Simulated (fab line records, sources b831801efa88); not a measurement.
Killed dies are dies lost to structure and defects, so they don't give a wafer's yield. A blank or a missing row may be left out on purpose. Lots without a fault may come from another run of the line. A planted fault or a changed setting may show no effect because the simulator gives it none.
Chamber matching | flow gf180mcu | GF_HV_LDD_CLEAN_51 on wet_bench-03: 3 sister chambers
The step cleans in SC1/SC2, time 150 s. 14 wafers are shown with their chamber, then 4 later ones without.

WAFERS WITH THEIR CHAMBER
wafer  | chamber | run_length_s (s)
L515.1 | 0       | 175
L515.3 | 0       | 175
L515.6 | 0       | 175
L517.3 | 3       | 175
L517.4 | 3       | 175
L517.5 | 3       | 175
L519.2 | 0       | 174
L519.3 | 0       | 174
L519.6 | 0       | 174
L520.2 | 2       | 176
L520.3 | 2       | 176
L520.4 | 2       | 176
L521.2 | 3       | 175
L521.3 | 3       | 175

SIGNATURES (means of the wafers above)
reading      | chamber 0 | chamber 2 | chamber 3 | scatter within a chamber
run_length_s | 174.50    | 176.00    | 175.00    | 0.369
Rule: a wafer's distance from a chamber is the root of the sum, over the readings, of the square of ((its reading less the chamber's mean) divided by the reading's scatter). The wafer belongs to the nearest chamber; if the next one is less than 2 further off, it can't be placed. The scatter: the root of (the sum of the squares of (reading less its chamber's mean) over the shown wafers, divided by (wafers less chambers)).

WAFERS WITHOUT THEIR CHAMBER
wafer  | run_length_s (s)
L521.5 | 175
L523.1 | 183
L523.3 | 183
L523.4 | 183

WHICH CHAMBER EACH WENT THROUGH
wafer  | from the rows above     | in truth
L521.5 | can't be placed: 3 or 0 | 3
L523.1 | 2                       | 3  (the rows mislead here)
L523.3 | 2                       | 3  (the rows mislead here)
L523.4 | 2                       | 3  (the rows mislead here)
Placed correctly: 0 of 4. Can't be placed from these rows: 1 (the true chamber is among the candidates in 1). Placed wrongly: 3.
